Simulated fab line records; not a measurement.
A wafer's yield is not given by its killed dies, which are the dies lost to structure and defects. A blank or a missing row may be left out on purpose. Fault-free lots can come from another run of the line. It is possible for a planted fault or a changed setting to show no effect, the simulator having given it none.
fab line records | flow sky130
record: lots: 12 | wafers: 36 | last_day: 50
route steps=708 shown SONOS_ONO@171 GATE_OXIDE@194 POLY_CUT@319 METAL1@449 PAD_OPEN@708
lots untouched by any fault: they come from a run of this same line in which no faults occurred
start_h: start of the lot's first displayed wafer, in hours after the record's first day | wait_h: hours since the lot's step before | " same as the row above | L1.1+2: several wafers, shown together as one row | - value missing, or start not given | * or withheld: withheld | < > ~ a bound
route shown NAME@n: names a module that has steps shown in the file, with the first one's number in the route | usual: mean and standard deviation over wafers with no fault | same: alike in all rows | chamber/n: place in a boat | sites: readings site by site | _std_site: their standard deviation | _edge_site: inner sites' mean taken away from outer sites' mean | radius_mm: how far each site lies from the wafer's centre | mask NAME#n: copy n | behind: the most recent tool/chamber to have shaped the wafer | hold: why the lot went on hold/how many hours it stayed there/how the hold came to an end | device: transistor that didn't switch, given as n, p or np | end of line: tests of these same wafers at the route's end | step lacking rows: just its recipe | killed: dies that structure and defects cost at the first sort, which is not the same as the wafer's yield | map: a wafer's dies, marking killed ones x, the rest . and places with no die _
set.NAME: setting as actually run; set.NAME@STEP: the setting as run at that earlier step | model.NAME: the simulator's own value behind a step, which no gauge read
the route's steps for a sample of lots (tables are steps, rows are wafers)
services: from which hour (start_h, from the record's first day; less than 0 if before it) a tool's chamber was out of use, for how many hours, and why
== steps ==
step: SKY_SONOS_ONO_THK_MEAS_03
recipe: reads: Si3N4_of_SONOS_ONO_CVD_02
usual: SONOS_ONO_CVD_02_THK: 10.51/0.16
lot.wafer | tool          | chamber | start_h | wait_h | SONOS_ONO_CVD_02_THK[nm]
L420.1    | film_metro-04 | -       | 277.85  | 0.0    | 10.58
L420.4    | "             | -       | "       | "      | 10.53
L420.6    | "             | -       | "       | "      | 10.56
L423.1    | film_metro-03 | -       | 295.85  | 0.0    | 10.54
L423.2    | "             | -       | "       | "      | 10.50
L423.3    | "             | -       | "       | "      | 10.59
L424.1    | film_metro-03 | -       | 300.40  | 0.0    | 10.44
L424.4    | "             | -       | "       | "      | 10.45
L424.6    | "             | -       | "       | "      | 10.51
L425.3    | film_metro-01 | -       | 302.77  | 0.0    | 10.15
L425.4    | "             | -       | "       | "      | 10.24
L425.6    | "             | -       | "       | "      | 10.28
L426.3    | film_metro-03 | -       | 323.80  | 0.0    | 10.39
L426.4    | "             | -       | "       | "      | 10.50
L426.6    | "             | -       | "       | "      | 10.56
L427.1    | film_metro-01 | -       | 328.03  | 0.0    | 10.71
L427.4    | "             | -       | "       | "      | 10.75
L427.6    | "             | -       | "       | "      | 10.75
L429.1    | film_metro-04 | -       | 329.08  | 0.0    | 10.74
L429.4    | "             | -       | "       | "      | 10.66
L429.5    | "             | -       | "       | "      | 10.70
L428.2    | film_metro-03 | -       | 329.09  | 0.0    | 10.80
L428.4    | "             | -       | "       | "      | 10.80
L428.5    | "             | -       | "       | "      | 10.65
L430.3    | film_metro-03 | -       | 355.52  | 0.0    | 10.56
L430.4    | "             | -       | "       | "      | 10.56
L430.6    | "             | -       | "       | "      | 10.61
L434.3    | film_metro-03 | -       | 385.30  | 0.0    | 10.43
L434.4    | "             | -       | "       | "      | 10.40
L434.5    | "             | -       | "       | "      | 10.49
L436.1    | film_metro-03 | -       | 406.04  | 0.0    | 10.49
L436.5    | "             | -       | "       | "      | 10.37
L436.6    | "             | -       | "       | "      | 10.49
L437.1    | film_metro-03 | -       | 411.94  | 0.0    | 10.52
L437.3    | "             | -       | "       | "      | 10.46
L437.5    | "             | -       | "       | "      | 10.35
step: SKY_GATE_OXIDE_EXPOSE_07
recipe: mask_id: LVOM | na: 0.6 | source_shape: conventional | sigma_outer: 0.6 | polarization: unpolarized | target_cd_nm: 600 | dose_mj: 170
lot.wafer  | tool             | chamber | start_h | wait_h | mask
L420.1+4+6 | iline_stepper-02 | 0       | 319.41  | -      | LVOM#0
L423.1+2+3 | iline_stepper-01 | 0       | 339.09  | -      | LVOM#0
L424.1+4+6 | iline_stepper-01 | 0       | 343.75  | -      | LVOM#0
L425.3+4+6 | iline_stepper-02 | 0       | 347.87  | -      | LVOM#0
L426.3+4+6 | iline_stepper-02 | 0       | 367.77  | -      | LVOM#0
L428.2+4+5 | iline_stepper-02 | 0       | 375.02  | -      | LVOM#0
L429.1+4+5 | iline_stepper-02 | 0       | 375.29  | -      | LVOM#0
L427.1+4+6 | iline_stepper-02 | 0       | 375.60  | -      | LVOM#0
L430.3+4+6 | iline_stepper-01 | 0       | 401.15  | -      | LVOM#0
L434.3+4+5 | iline_stepper-01 | 0       | 432.92  | -      | TUNM#0
L436.1+5+6 | iline_stepper-02 | 0       | 455.56  | -      | LVOM#0
L437.1+3+5 | iline_stepper-01 | 0       | 461.78  | -      | LVOM#0
step: SKY_GATE_OXIDE_OVL_MEAS_10
usual: GATE_OXIDE_OVL: 1.0/1.2
lot.wafer | tool       | chamber | start_h | wait_h | GATE_OXIDE_OVL[nm]
L420.1    | overlay-02 | -       | 331.55  | 0.1    | 0.3
L420.4    | "          | -       | "       | "      | 2.2
L420.6    | "          | -       | "       | "      | 2.9
L423.1    | overlay-02 | -       | 353.43  | 0.1    | 0.3
L423.2    | "          | -       | "       | "      | -1.2
L423.3    | "          | -       | "       | "      | 0.2
L424.1    | overlay-01 | -       | 357.23  | 0.1    | 1.5
L424.4    | "          | -       | "       | "      | 0.3
L424.6    | "          | -       | "       | "      | 0.6
L425.3    | overlay-01 | -       | 361.15  | 0.1    | 1.2
L425.4    | "          | -       | "       | "      | 3.2
L425.6    | "          | -       | "       | "      | 1.4
L426.3    | overlay-01 | -       | 381.50  | 0.1    | 0.3
L426.4    | "          | -       | "       | "      | 0.9
L426.6    | "          | -       | "       | "      | 2.2
L428.2    | overlay-01 | -       | 388.50  | 0.1    | 0.1
L428.4    | "          | -       | "       | "      | 0.1
L428.5    | "          | -       | "       | "      | -1.6
L429.1    | overlay-02 | -       | 389.08  | 0.1    | 1.9
L429.4    | "          | -       | "       | "      | 1.9
L429.5    | "          | -       | "       | "      | 1.6
L427.1    | overlay-01 | -       | 389.50  | 0.1    | 0.2
L427.4    | "          | -       | "       | "      | 0.2
L427.6    | "          | -       | "       | "      | 0.5
L430.3    | overlay-01 | -       | 416.75  | 0.1    | 0.9
L430.4    | "          | -       | "       | "      | 1.6
L430.6    | "          | -       | "       | "      | 1.4
L434.3    | overlay-01 | -       | 449.44  | 0.1    | -
L434.4    | "          | -       | "       | "      | -
L434.5    | "          | -       | "       | "      | -
L436.1    | overlay-01 | -       | 471.44  | 0.1    | 1.8
L436.5    | "          | -       | "       | "      | 3.0
L436.6    | "          | -       | "       | "      | 2.3
L437.1    | overlay-01 | -       | 476.99  | 0.1    | 0.9
L437.3    | "          | -       | "       | "      | 1.3
L437.5    | "          | -       | "       | "      | 1.9
step: SKY_GATE_OXIDE_TW_MEAS_14
usual: GATE_OXIDE_TW: 226.0/1
lot.wafer | tool          | chamber | start_h | wait_h | GATE_OXIDE_TW
L420.1    | film_metro-02 | -       | 332.04  | 0.1    | 227.3
L420.4    | "             | -       | "       | "      | 227.3
L420.6    | "             | -       | "       | "      | 226.3
L423.1    | film_metro-01 | -       | 353.82  | 0.1    | 227.2
L423.2    | "             | -       | "       | "      | 225.2
L423.3    | "             | -       | "       | "      | 226.2
L424.1    | film_metro-01 | -       | 357.62  | 0.1    | 226.6
L424.4    | "             | -       | "       | "      | 226.4
L424.6    | "             | -       | "       | "      | 226.2
L425.3    | film_metro-02 | -       | 361.55  | 0.1    | 225.4
L425.4    | "             | -       | "       | "      | 225.7
L425.6    | "             | -       | "       | "      | 225.7
L426.3    | film_metro-01 | -       | 381.92  | 0.1    | 224.9
L426.4    | "             | -       | "       | "      | 226.2
L426.6    | "             | -       | "       | "      | 225.4
L428.2    | film_metro-01 | -       | 388.89  | 0.1    | 226.8
L428.4    | "             | -       | "       | "      | 227.4
L428.5    | "             | -       | "       | "      | 228.0
L429.1    | film_metro-02 | -       | 389.47  | 0.1    | 226.1
L429.4    | "             | -       | "       | "      | 226.1
L429.5    | "             | -       | "       | "      | 227.3
L427.1    | film_metro-02 | -       | 389.89  | 0.1    | 225.9
L427.4    | "             | -       | "       | "      | 226.6
L427.6    | "             | -       | "       | "      | 225.4
L430.3    | film_metro-02 | -       | 417.15  | 0.1    | 227.2
L430.4    | "             | -       | "       | "      | 225.1
L430.6    | "             | -       | "       | "      | 225.2
L434.3    | film_metro-01 | -       | 449.84  | 0.1    | 30.2
L434.4    | "             | -       | "       | "      | 30.3
L434.5    | "             | -       | "       | "      | 30.4
L436.1    | film_metro-02 | -       | 471.83  | 0.1    | 225.4
L436.5    | "             | -       | "       | "      | 226.3
L436.6    | "             | -       | "       | "      | 226.0
L437.1    | film_metro-02 | -       | 477.38  | 0.1    | 226.0
L437.3    | "             | -       | "       | "      | 225.7
L437.5    | "             | -       | "       | "      | 226.0
step: SKY_POLY_CUT_STRIP_12
recipe: chemistry: O2/N2 | power_w: 1400 | pressure_mtorr: 1500 | platen_temp_c: withheld | o2_flow_sccm: 3000 | n2_flow_sccm: 300 | overash_fraction: 0.5
usual: drypump_motor_current_A: 5.88/0.25 | oes_product_au: 0.452/0.0043 | strip_time_to_endpoint_s: 5.358/0.017
lot.wafer | tool            | chamber | start_h | wait_h | drypump_motor_current_A | oes_product_au | rf_hours_counter_h | strip_time_to_endpoint_s
L420.1    | plasma_asher-02 | 1       | 586.38  | 0.0    | 6.27                    | 0.448          | 92                 | 5.347
L420.4    | "               | 1       | "       | "      | 6.25                    | 0.452          | -                  | 5.373
L420.6    | "               | 1       | "       | "      | 6.26                    | 0.451          | -                  | 5.361
L423.1    | plasma_asher-02 | 1       | 609.42  | 0.0    | 6.27                    | 0.448          | 94                 | 5.351
L423.2    | "               | 0       | "       | "      | 5.90                    | 0.449          | 94                 | 5.367
L423.3    | "               | 1       | "       | "      | 6.24                    | 0.457          | -                  | 5.366
L424.1    | plasma_asher-02 | 1       | 612.07  | 0.0    | 6.26                    | 0.444          | 94                 | 5.349
L424.4    | "               | 1       | "       | "      | 6.28                    | 0.452          | -                  | 5.362
L424.6    | "               | 0       | "       | "      | 5.89                    | 0.454          | -                  | 5.356
L425.3    | plasma_asher-04 | 1       | 618.45  | 0.1    | 6.09                    | 0.453          | -                  | 5.337
L425.4    | "               | 0       | "       | "      | 5.59                    | 0.451          | -                  | 5.341
L425.6    | "               | 0       | "       | "      | 5.56                    | 0.452          | -                  | 5.352
L426.3    | plasma_asher-01 | 0       | 640.41  | 0.1    | 5.58                    | 0.446          | -                  | 5.349
L426.4    | "               | 1       | "       | "      | 5.83                    | 0.453          | -                  | 5.381
L426.6    | "               | 1       | "       | "      | 5.85                    | 0.446          | -                  | 5.364
L428.2    | plasma_asher-04 | 1       | 642.07  | 0.0    | 6.11                    | 0.450          | 52                 | 5.350
L428.4    | "               | 0       | "       | "      | 5.55                    | 0.449          | -                  | 5.357
L428.5    | "               | 1       | "       | "      | 6.06                    | 0.450          | -                  | 5.364
L427.1    | plasma_asher-02 | 1       | 644.53  | 0.0    | 6.25                    | 0.455          | 97                 | 5.356
L427.4    | "               | 0       | "       | "      | 5.83                    | 0.466          | -                  | 5.346
L427.6    | "               | 1       | "       | "      | 6.25                    | 0.446          | -                  | 5.349
L429.1    | plasma_asher-01 | 0       | 646.73  | 0.0    | 5.59                    | 0.454          | 80                 | 5.362
L429.4    | "               | 1       | "       | "      | 5.84                    | 0.450          | -                  | 5.362
L429.5    | "               | 0       | "       | "      | 5.60                    | 0.449          | -                  | 5.362
L430.3    | plasma_asher-01 | 1       | 668.86  | 0.1    | 5.87                    | 0.460          | -                  | 5.367
L430.4    | "               | 0       | "       | "      | 5.61                    | 0.442          | -                  | 5.346
L430.6    | "               | 1       | "       | "      | 5.84                    | 0.451          | -                  | 5.354
L436.1    | plasma_asher-04 | 1       | 717.52  | 0.0    | 6.09                    | 0.447          | 59                 | 5.375
L436.5    | "               | 1       | "       | "      | 6.10                    | 0.446          | -                  | 5.353
L436.6    | "               | 0       | "       | "      | 5.62                    | 0.451          | -                  | 5.376
L437.1    | plasma_asher-02 | 1       | 721.98  | 0.0    | 6.27                    | 0.452          | 105                | 5.369
L437.3    | "               | 1       | "       | "      | 6.29                    | 0.453          | -                  | 5.358
L437.5    | "               | 1       | "       | "      | 6.29                    | 0.454          | -                  | 5.381
step: SKY_METAL1_CD_MEAS_15
recipe: target_cd_nm: 140
usual: cd_nm: 140.2/1.8
lot.wafer | tool      | chamber | start_h | wait_h | cd_nm
L420.1    | cd_sem-02 | -       | 791.63  | -      | 138.8
L420.4    | "         | -       | "       | "      | 136.4
L420.6    | "         | -       | "       | "      | 138.7
L423.1    | cd_sem-02 | -       | 810.18  | -      | 136.9
L423.2    | "         | -       | "       | "      | 137.0
L423.3    | "         | -       | "       | "      | 137.2
L424.1    | cd_sem-01 | -       | 813.04  | -      | 141.1
L424.4    | "         | -       | "       | "      | 140.3
L424.6    | "         | -       | "       | "      | 139.0
L425.3    | cd_sem-01 | -       | 819.92  | -      | 139.0
L425.4    | "         | -       | "       | "      | 139.4
L425.6    | "         | -       | "       | "      | 140.3
L426.3    | cd_sem-01 | -       | 839.92  | -      | 137.1
L426.4    | "         | -       | "       | "      | 139.3
L426.6    | "         | -       | "       | "      | 138.2
L428.2    | cd_sem-02 | -       | 842.65  | -      | 138.9
L428.4    | "         | -       | "       | "      | 138.9
L428.5    | "         | -       | "       | "      | 137.8
L427.1    | cd_sem-01 | -       | 843.39  | -      | 139.1
L427.4    | "         | -       | "       | "      | 139.1
L427.6    | "         | -       | "       | "      | 140.9
L429.1    | cd_sem-02 | -       | 846.48  | -      | 144.2
L429.4    | "         | -       | "       | "      | 142.9
L429.5    | "         | -       | "       | "      | 143.6
L430.3    | cd_sem-02 | -       | 866.33  | -      | 142.9
L430.4    | "         | -       | "       | "      | 142.0
L430.6    | "         | -       | "       | "      | 142.4
L436.1    | cd_sem-01 | -       | 910.38  | -      | 143.2
L436.5    | "         | -       | "       | "      | 143.0
L436.6    | "         | -       | "       | "      | 141.6
L437.1    | cd_sem-01 | -       | 914.54  | -      | 139.9
L437.3    | "         | -       | "       | "      | 139.3
L437.5    | "         | -       | "       | "      | 140.5
step: SKY_PAD_OPEN_PROBE_99
usual: killed_at_M0_to_M3: 43/6.4 | killed_at_M4_up: 3.1/2 | killed_at_contacts: 24/5.2 | killed_at_front_end: 15/4.3 | killed_at_other: 0.2/0.48 | killed_dies: 85/9.7 | killed_on_rim: 17/4.2 | killed_open: 47/6.9 | killed_short: 38/6.7
same: gross_dies: 492 | killed_at_back_side: 0
lot.wafer | tool      | chamber | start_h | wait_h | killed_at_M0_to_M3 | killed_at_M4_up | killed_at_contacts | killed_at_front_end | killed_at_other | killed_dies | killed_on_rim | killed_open | killed_short
L434.3    | prober-02 | -       | 1174.68 | 0.2    | 35                 | 5               | 31                 | 421                 | 0               | 492         | 96            | 42          | 37
L434.4    | prober-02 | -       | 1174.73 | 0.2    | 36                 | 3               | 30                 | 423                 | 0               | 492         | 96            | 48          | 40
L434.5    | prober-02 | -       | 1174.78 | 0.2    | 39                 | 3               | 26                 | 424                 | 0               | 492         | 96            | 45          | 31
killed by level:class
L434.3 GATE_OXIDE:area_expose=413 CONTACT:geometric_particle:open=10 LOCAL_INTERCONNECT:geometric_particle:short=9 VIA3:geometric_particle:open=8 LI_CONTACT:geometric_particle:open=6 METAL2:geometric_particle:short=5 VIA1:geometric_particle:open=5 VIA2:geometric_particle:open=5
L434.4 GATE_OXIDE:area_expose=404 CONTACT:geometric_particle:open=10 VIA1:geometric_particle:open=10 VIA3:geometric_particle:open=8 LI_CONTACT:geometric_particle:open=7 FIELD_ISO:geometric_particle:short=6 LOCAL_INTERCONNECT:geometric_particle:short=5 CONTACT:geometric_particle:short=5
L434.5 GATE_OXIDE:area_expose=416 CONTACT:geometric_particle:open=11 VIA1:geometric_particle:open=9 LI_CONTACT:geometric_particle:open=7 METAL2:geometric_particle:short=5 VIA2:geometric_particle:open=5 LI_CONTACT:geometric_particle:short=4 METAL1:geometric_particle:short=4
== services ==
tool             | chamber | start_h | hours | kind
iline_stepper-01 | -       | 341.95  | 1.7   | pm
iline_stepper-01 | -       | 351.97  | 2.1   | pm
plasma_asher-01  | -       | 353.43  | 2.8   | pm
iline_stepper-01 | -       | 354.05  | -     | consumable_replace:lamp
iline_stepper-02 | -       | 356.39  | 1.7   | pm
plasma_asher-01  | -       | 423.40  | 14.6  | pm
iline_stepper-01 | -       | 452.74  | 4.4   | pm
plasma_asher-01  | -       | 455.26  | 1.8   | repair
iline_stepper-02 | -       | 457.30  | 2.1   | pm
iline_stepper-02 | -       | 459.38  | -     | consumable_replace:lamp
iline_stepper-01 | -       | 560.13  | 1.7   | pm
plasma_asher-01  | -       | 562.90  | 8.4   | repair
iline_stepper-02 | -       | 574.62  | 1.7   | pm
iline_stepper-01 | -       | 576.82  | 2.4   | repair
plasma_asher-04  | -       | 585.32  | 3.2   | repair
iline_stepper-02 | -       | 612.54  | 3.0   | repair
plasma_asher-01  | -       | 614.51  | 1.1   | repair
iline_stepper-02 | -       | 623.18  | 13.3  | repair
iline_stepper-02 | -       | 649.31  | 4.3   | repair
plasma_asher-04  | -       | 651.72  | 14.6  | pm
plasma_asher-01  | -       | 679.84  | 7.2   | repair
iline_stepper-01 | -       | 720.20  | 0.7   | repair
== key ==
first_sign: step: SKY_GATE_OXIDE_EXPOSE_07 | reading: mask | direction: changed
effect: step: SKY_GATE_OXIDE_OVL_MEAS_10 | reading: GATE_OXIDE_OVL | direction: missing
effect: step: SKY_GATE_OXIDE_TW_MEAS_14 | reading: GATE_OXIDE_TW | direction: down | sigmas: 99+ | usual: 226.0 | struck: 30.3
effect: step: SKY_PAD_OPEN_PROBE_99 | reading: killed_at_front_end | direction: up | sigmas: 94 | usual: 15 | struck: 423
more_kills_born_at: SKY_GATE_OXIDE_EXPOSE_07@iline_stepper-01: 1233
met_at SKY_GATE_OXIDE_EXPOSE_07
struck_lots L434
later_rows_left_out L434.3,L434.4,L434.5
tester_left_out L434
not_acting_at SKY_SONOS_ONO_THK_MEAS_03,SKY_POLY_CUT_STRIP_12,SKY_METAL1_CD_MEAS_15
onset_between 401.15 432.92
fault: kind: wrong_mask | tool: any | chamber: - | onset_h: 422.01 | steps: SKY_GATE_OXIDE_EXPOSE_07 | aux_copy: TUNM#0 | scope: struck_lots_only
tester_left_out: of these lots the tester's yield and bins aren't shown, on N5 and GAA mostly nor the transistor test; their killed dies are dies lost to structure and defects alone, not to doping, threshold or leakage, so they don't give the yield
later_rows_left_out: the simulator's readings of these wafers behind a module that went badly wrong aren't trusted and aren't shown, but for the sort
